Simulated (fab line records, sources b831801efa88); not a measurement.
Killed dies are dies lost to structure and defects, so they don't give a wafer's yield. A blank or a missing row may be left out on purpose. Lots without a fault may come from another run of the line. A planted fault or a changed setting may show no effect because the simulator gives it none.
A struck lot beside a sound one | flow sky130 | 36 steps out of a route of 708
Sound: wafers L971.2, L971.4, L971.5. Struck: wafers L973.4, L973.5, L973.6. The cause comes at the end.
At each step with rows: each side's tool, then ch and its chambers, then its first start. Under that, the readings that differ: sound wafers | struck wafers | difference of the means | sigmas: that difference in standard deviations of wafers without a fault.
alike: readings whose means differ by less than 2 such deviations, and words and numbers that are the same on both sides. not compared: withheld readings, readings that some wafer has no value for, bounds like >300 that may hide the same value, and numbers for which the record gives no deviation and whose values overlap.
The two part at a step that has a row with sigmas, a row that says differs or no value, or rows on one side only. Numbers that don't overlap but have no deviation are shown without sigmas and don't part them. A reading that every wafer of one side lacks parts them only if that side has two wafers or more.

first, 11 steps without rows for these wafers: SKY_VIA4_HMDS_05 (prime time 60 s); SKY_VIA4_COAT_06 (resist thk 1140 nm); SKY_VIA4_SOFTBAKE_07 (time 60 s); SKY_VIA4_EXPOSE_08 (exposes mask VIM4, target cd 800 nm); SKY_VIA4_PEB_09; SKY_VIA4_DEVELOP_10 (develop time 60 s); SKY_VIA4_ETCH_12 (etches SiO2 in C4F8/O2/Ar, stops on TiN, target depth 580 nm); SKY_VIA4_STRIP_13 (strips in O2/N2); SKY_VIA4_STRIP_14 (strips in post etch residue remover, time 1200 s); SKY_VIA4_CLEAN_15 (cleans in IPA, time 180 s); SKY_VIA4_CLEAN_16 (cleans in O3/DIW).
SKY_VIA4_SPUTTER_17: material TiN, target thk 20 nm, time 80 s.
  sound on pvd_sputter-01, day 48 18:52; struck on pvd_sputter-02, day 48 23:14
  alike: throttle_valve_pct
then, 23 steps without rows for these wafers: SKY_VIA4_CVD_18 (deposits W, target thk 505 nm, time 152.14 s); SKY_VIA4_CMP_21 (polishes, stops on SiO2, t overpolish 25 s, target thk 0 nm); SKY_METAL5_SPUTTER_00 (material Ti, target thk 15 nm, time 10 s); SKY_METAL5_SPUTTER_01 (material TiN, target thk 20 nm, time 16.7 s); SKY_METAL5_SPUTTER_02 (material AlCu, target thk 1150 nm, time 61.2 s); SKY_METAL5_SPUTTER_03 (material Ti, target thk 5 nm, time 3.3 s); SKY_METAL5_SPUTTER_04 (material TiN, target thk 70 nm, time 58.3 s); SKY_METAL5_DEHYDRATE_07 (time 60 s); SKY_METAL5_HMDS_08 (prime time 60 s); SKY_METAL5_COAT_09 (resist thk 1800 nm); SKY_METAL5_SOFTBAKE_10 (time 60 s); SKY_METAL5_EXPOSE_11 (exposes mask MM5, target cd 1600 nm); SKY_METAL5_PEB_12; SKY_METAL5_DEVELOP_13 (develop time 60 s); SKY_METAL5_DESCUM_14 (chemistry O2, time 11 s); SKY_METAL5_METAL_ETCH_15 (etches the open film in Cl2/BCl3, stops on SiO2, target depth 1260 nm, time 252 s); SKY_METAL5_STRIP_16 (strips in O2/N2); SKY_METAL5_STRIP_17 (strips in post etch residue remover, time 1200 s); SKY_METAL5_CLEAN_18 (cleans in IPA, time 180 s); SKY_METAL5_CLEAN_19 (cleans in O3/DIW); SKY_PASSIVATION_CVD_00 (deposits SiO2, target thk 90 nm); SKY_PASSIVATION_CVD_02 (deposits Si3N4, target thk 540 nm); SKY_PASSIVATION_DEHYDRATE_04 (time 60 s).
-- the record jumps here: 2 days lie between the struck wafers' starts before and after (it left off in module PASSIVATION and takes up again in module PAD_OPEN, whose first step shown is number 708 of the route) --
SKY_PAD_OPEN_PROBE_99:
  sound on prober-01, day 51 01:24; struck on prober-02, day 51 04:32
  reading                               | sound             | struck            | difference | sigmas
  defect_limited_yield (%)              | 82.1 84.6 84.3    | 81.7 75.0 81.7    | -4.2       | -2
  killed_at_M4_up                       | 4 5 3             | 18 62 26          | +31        | +20
  killed_dies                           | 88 76 77          | 90 123 90         | +21        | +2
  sort_n_pass                           | 404 416 415       | 402 369 402       | -21        | -2
  sort_yield_pct (%)                    | 82.1 84.6 84.3    | 81.7 75.0 81.7    | -4.2       | -2
  model.etest.tester.sort_n_pass        | 404 416 415       | 402 369 402       | -21        |
  model.etest.tester.sort_yield_pct (%) | 82.11 84.55 84.35 | 81.71 75 81.71    | -4.20      |
  model.etest.tester.sort_bin_5_pct (%) | 9.756 8.74 9.35   | 10.16 14.84 11.18 | +2.78      |
  alike: killed_at_M0_to_M3, killed_at_contacts, killed_at_front_end, killed_at_other, killed_open, killed_short, sort_bin_3_pad_short, sort_bin_5_function, sort_bin_6_memory
  not compared: model.etest.tester.sort_bin_3_pct

WHERE THEY PART
Only at SKY_PAD_OPEN_PROBE_99, within this record.

WHY: what the simulator had put in
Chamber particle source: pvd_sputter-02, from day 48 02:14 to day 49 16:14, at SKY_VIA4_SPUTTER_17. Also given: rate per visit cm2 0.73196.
